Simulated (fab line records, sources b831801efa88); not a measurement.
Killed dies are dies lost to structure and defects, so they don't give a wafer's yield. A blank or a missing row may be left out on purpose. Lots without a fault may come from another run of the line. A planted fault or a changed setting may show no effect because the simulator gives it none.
Which tool did it? | flow sky130 | 24 lots, 72 wafers sampled, at 5 steps of a route of 708

WHAT THE GAUGES READ, wafer by wafer
SKY_CONTACT_THK_MEAS_03.
lot  | measured     | on            | CONTACT_HDPCVD_THK (nm)
L074 | day 30 09:41 | film_metro-03 | 574 571 566
L075 | day 30 11:08 | film_metro-02 | 566 572 567
L076 | day 30 13:49 | film_metro-01 | 559 557 561
L077 | day 31 11:59 | film_metro-03 | 566 566 561
L079 | day 32 03:02 | film_metro-01 | 559 569 565
L078 | day 32 04:31 | film_metro-01 | 572 565 574
L082 | day 34 17:55 | film_metro-01 | 565 572 577
L084 | day 34 18:24 | film_metro-02 | 565 568 566
L080 | day 34 18:52 | film_metro-01 | 575 556 562
L081 | day 34 21:07 | film_metro-02 | 566 572 573
L085 | day 34 21:53 | film_metro-02 | 562 563 579
L087 | day 34 22:23 | film_metro-01 | 560 569 567
L086 | day 34 23:26 | film_metro-01 | 562 560 569
L083 | day 34 23:38 | film_metro-01 | 569 559 564
L088 | day 34 23:45 | film_metro-03 | 582 576 566
L089 | day 35 00:58 | film_metro-03 | 569 573 581
L090 | day 35 15:01 | film_metro-03 | 577 563 569
L091 | day 35 16:09 | film_metro-03 | 576 564 583
L092 | day 35 20:08 | film_metro-02 | 572 565 578
L093 | day 36 09:58 | film_metro-01 | 570 569 575
L094 | day 36 10:40 | film_metro-03 | 561 560 567
L095 | day 36 17:04 | film_metro-03 | 560 555 565
L096 | day 38 06:56 | film_metro-02 | 558 559 566
L097 | day 38 07:53 | film_metro-02 | 565 566 567

SKY_CAPM_THK_MEAS_01.
lot  | measured     | on            | CAPM_CVD_00_THK (nm)
L074 | day 36 05:47 | film_metro-02 | 15.14 15.60 15.65
L075 | day 36 07:55 | film_metro-04 | 15.65 15.36 15.65
L076 | day 36 10:16 | film_metro-04 | 15.52 15.49 15.75
L077 | day 37 08:09 | film_metro-02 | 15.22 15.69 15.52
L079 | day 37 23:19 | film_metro-02 | 15.57 15.04 15.60
L078 | day 38 01:31 | film_metro-01 | 15.50 15.48 15.82
L082 | day 40 11:31 | film_metro-02 | 15.80 15.50 15.79
L084 | day 40 13:01 | film_metro-02 | 15.53 15.81 15.73
L080 | day 40 12:02 | film_metro-01 | 15.32 15.68 15.74
L081 | day 40 14:34 | film_metro-04 | 15.30 15.62 15.52
L085 | day 40 15:34 | film_metro-04 | 15.70 15.91 15.80
L087 | day 40 17:03 | film_metro-01 | 15.20 15.62 15.87
L086 | day 40 17:20 | film_metro-04 | 15.65 15.61 15.75
L083 | day 40 16:26 | film_metro-01 | 15.57 15.30 15.96
L088 | day 40 17:56 | film_metro-02 | 15.83 15.71 16.13
L089 | day 40 18:14 | film_metro-04 | 15.80 15.20 15.96
L090 | day 41 06:17 | film_metro-04 | 15.63 15.59 15.91
L091 | day 41 07:40 | film_metro-01 | 15.32 14.95 15.54
L092 | day 41 11:15 | film_metro-04 | 15.46 15.59 15.69
L093 | day 41 22:23 | film_metro-01 | 15.75 15.49 15.81
L094 | day 42 00:17 | film_metro-04 | 15.68 15.89 15.93
L095 | day 42 04:43 | film_metro-04 | 15.67 15.42 15.78
L096 | day 43 16:37 | film_metro-02 | 15.35 15.21 15.73
L097 | day 43 16:41 | film_metro-01 | 15.64 15.33 15.47

WHICH TOOL RAN EACH LOT (tool, then ch and the chambers of the sampled wafers, then the start)
lot  | SKY_CONTACT_CVD_24            | SKY_METAL1_SPUTTER_03        | SKY_METAL3_SPUTTER_04
L074 | cvd_w-01 ch 0,1, day 31 14:23 | pvd_sputter-03, day 31 15:03 | pvd_sputter-01, day 36 05:42
L075 | cvd_w-01 ch 0,1, day 31 15:56 | pvd_sputter-03, day 31 16:36 | pvd_sputter-01, day 36 07:51
L076 | cvd_w-01 ch 0,1, day 31 17:42 | pvd_sputter-04, day 31 18:22 | pvd_sputter-03, day 36 10:11
L077 | cvd_w-01 ch 0,1, day 32 16:11 | pvd_sputter-03, day 32 16:49 | pvd_sputter-03, day 37 08:04
L079 | cvd_w-01 ch 0,1, day 33 07:00 | pvd_sputter-03, day 33 07:40 | pvd_sputter-04, day 37 23:15
L078 | cvd_w-01 ch 0,1, day 33 08:27 | pvd_sputter-01, day 33 09:07 | pvd_sputter-01, day 38 01:26
L082 | cvd_w-01 ch 0,1, day 35 21:11 | pvd_sputter-03, day 35 21:51 | pvd_sputter-01, day 40 11:26
L084 | cvd_w-02 ch 0,1, day 35 21:32 | pvd_sputter-01, day 35 22:27 | pvd_sputter-04, day 40 12:56
L080 | cvd_w-01 ch 0,1, day 35 22:10 | pvd_sputter-03, day 35 22:49 | pvd_sputter-04, day 40 11:57
L081 | cvd_w-01 ch 0,1, day 36 01:07 | pvd_sputter-03, day 36 01:46 | pvd_sputter-04, day 40 14:30
L085 | cvd_w-02 ch 0,1, day 36 01:29 | pvd_sputter-04, day 36 02:07 | pvd_sputter-03, day 40 15:28
L087 | cvd_w-01 ch 0,1, day 36 01:37 | pvd_sputter-01, day 36 02:22 | pvd_sputter-04, day 40 16:58
L086 | cvd_w-02 ch 0,1, day 36 02:41 | pvd_sputter-03, day 36 03:22 | pvd_sputter-01, day 40 17:16
L083 | cvd_w-01 ch 0,1, day 36 03:02 | pvd_sputter-04, day 36 03:42 | pvd_sputter-01, day 40 16:22
L088 | cvd_w-02 ch 0,1, day 36 03:21 | pvd_sputter-01, day 36 04:01 | pvd_sputter-03, day 40 17:52
L089 | cvd_w-01 ch 0,1, day 36 03:56 | pvd_sputter-03, day 36 04:37 | pvd_sputter-04, day 40 18:10
L090 | cvd_w-01 ch 0,1, day 36 18:24 | pvd_sputter-03, day 36 19:04 | pvd_sputter-04, day 41 06:12
L091 | cvd_w-01 ch 0,1, day 36 19:35 | pvd_sputter-03, day 36 20:16 | pvd_sputter-03, day 41 07:35
L092 | cvd_w-01 ch 0,1, day 37 00:03 | pvd_sputter-04, day 37 00:43 | pvd_sputter-03, day 41 11:10
L093 | cvd_w-01 ch 0,1, day 37 13:08 | pvd_sputter-01, day 37 13:49 | pvd_sputter-03, day 41 22:19
L094 | cvd_w-01 ch 0, day 37 13:50   | pvd_sputter-01, day 37 14:29 | pvd_sputter-03, day 42 00:13
L095 | cvd_w-01 ch 0,1, day 37 20:18 | pvd_sputter-01, day 37 20:58 | pvd_sputter-03, day 42 04:39
L096 | cvd_w-01 ch 0, day 39 10:11   | pvd_sputter-04, day 39 10:59 | pvd_sputter-01, day 43 16:32
L097 | cvd_w-02 ch 0,1, day 39 10:31 | pvd_sputter-01, day 39 11:17 | pvd_sputter-03, day 43 16:37
- SKY_CONTACT_CVD_24: deposits W, target thk 340 nm, time 102.12 s.
- SKY_METAL1_SPUTTER_03: material Ti, target thk 5 nm, time 3.3 s.
- SKY_METAL3_SPUTTER_04: material TiN, target thk 70 nm, time 58.3 s.

WHAT THE TOOLS THEMSELVES READ (means of the sampled wafers that have a number; where no wafer has one, the mark that the record gives instead)
SKY_CONTACT_CVD_24.
lot  | tool     | heater_power_w (W)
L074 | cvd_w-01 | 830
L075 | cvd_w-01 | 892
L076 | cvd_w-01 | 836
L077 | cvd_w-01 | 880
L079 | cvd_w-01 | 838
L078 | cvd_w-01 | 847
L082 | cvd_w-01 | 847
L084 | cvd_w-02 | 801
L080 | cvd_w-01 | 887
L081 | cvd_w-01 | 886
L085 | cvd_w-02 | 794
L087 | cvd_w-01 | 897
L086 | cvd_w-02 | 814
L083 | cvd_w-01 | 841
L088 | cvd_w-02 | 842
L089 | cvd_w-01 | 842
L090 | cvd_w-01 | 842
L091 | cvd_w-01 | 838
L092 | cvd_w-01 | 832
L093 | cvd_w-01 | 889
L094 | cvd_w-01 | 791
L095 | cvd_w-01 | 880
L096 | cvd_w-01 | 781
L097 | cvd_w-02 | 828

SKY_METAL1_SPUTTER_03.
lot  | tool           | throttle_valve_pct (%)
L074 | pvd_sputter-03 | 30.8
L075 | pvd_sputter-03 | 30.4
L076 | pvd_sputter-04 | 30.9
L077 | pvd_sputter-03 | 29.7
L079 | pvd_sputter-03 | 30.3
L078 | pvd_sputter-01 | 29.7
L082 | pvd_sputter-03 | 29.6
L084 | pvd_sputter-01 | 30.4
L080 | pvd_sputter-03 | 30.0
L081 | pvd_sputter-03 | 31.2
L085 | pvd_sputter-04 | 29.7
L087 | pvd_sputter-01 | 29.8
L086 | pvd_sputter-03 | 30.4
L083 | pvd_sputter-04 | 30.5
L088 | pvd_sputter-01 | 30.5
L089 | pvd_sputter-03 | 30.6
L090 | pvd_sputter-03 | 30.3
L091 | pvd_sputter-03 | 30.2
L092 | pvd_sputter-04 | 30.8
L093 | pvd_sputter-01 | 30.3
L094 | pvd_sputter-01 | 30.5
L095 | pvd_sputter-01 | 30.4
L096 | pvd_sputter-04 | 30.7
L097 | pvd_sputter-01 | 30.4

SKY_METAL3_SPUTTER_04.
lot  | tool           | throttle_valve_pct (%)
L074 | pvd_sputter-01 | 29.8
L075 | pvd_sputter-01 | 30.3
L076 | pvd_sputter-03 | 29.8
L077 | pvd_sputter-03 | 30.3
L079 | pvd_sputter-04 | 30.3
L078 | pvd_sputter-01 | 30.5
L082 | pvd_sputter-01 | 30.6
L084 | pvd_sputter-04 | 31.0
L080 | pvd_sputter-04 | 30.5
L081 | pvd_sputter-04 | 30.2
L085 | pvd_sputter-03 | 30.8
L087 | pvd_sputter-04 | 30.1
L086 | pvd_sputter-01 | 30.4
L083 | pvd_sputter-01 | 29.7
L088 | pvd_sputter-03 | 31.3
L089 | pvd_sputter-04 | 30.4
L090 | pvd_sputter-04 | 30.2
L091 | pvd_sputter-03 | 30.0
L092 | pvd_sputter-03 | 31.3
L093 | pvd_sputter-03 | 30.8
L094 | pvd_sputter-03 | 30.8
L095 | pvd_sputter-03 | 30.7
L096 | pvd_sputter-01 | 29.7
L097 | pvd_sputter-03 | 30.8

THE ANSWER, worked out from the rows above alone
Rule: what is usual is taken from the lots themselves. Put in order of their means at a reading, lots are off if they are a third of the lots or fewer, leave a main group of 4 or more, and stand apart from it by a gap of 3 or more times the standard deviation of the main group's means; of several such gaps the widest counts. A main group whose means are all the same, to the digits that the tables above print for the reading, isn't used. A lot without any number at a reading at which 4 lots or more have one is off too. The other lots that the step has rows for count as sound. The gauges are gone through in route order, then the tools' own readings, and for those a lot's mean is taken as printed above. The first step at which some lot is off is used, and at that step the reading that is off furthest; a lot without a number counts as furthest.
No lot is off at any reading shown: from this, nothing can be told.

WHAT THE SIMULATOR HAD PUT IN
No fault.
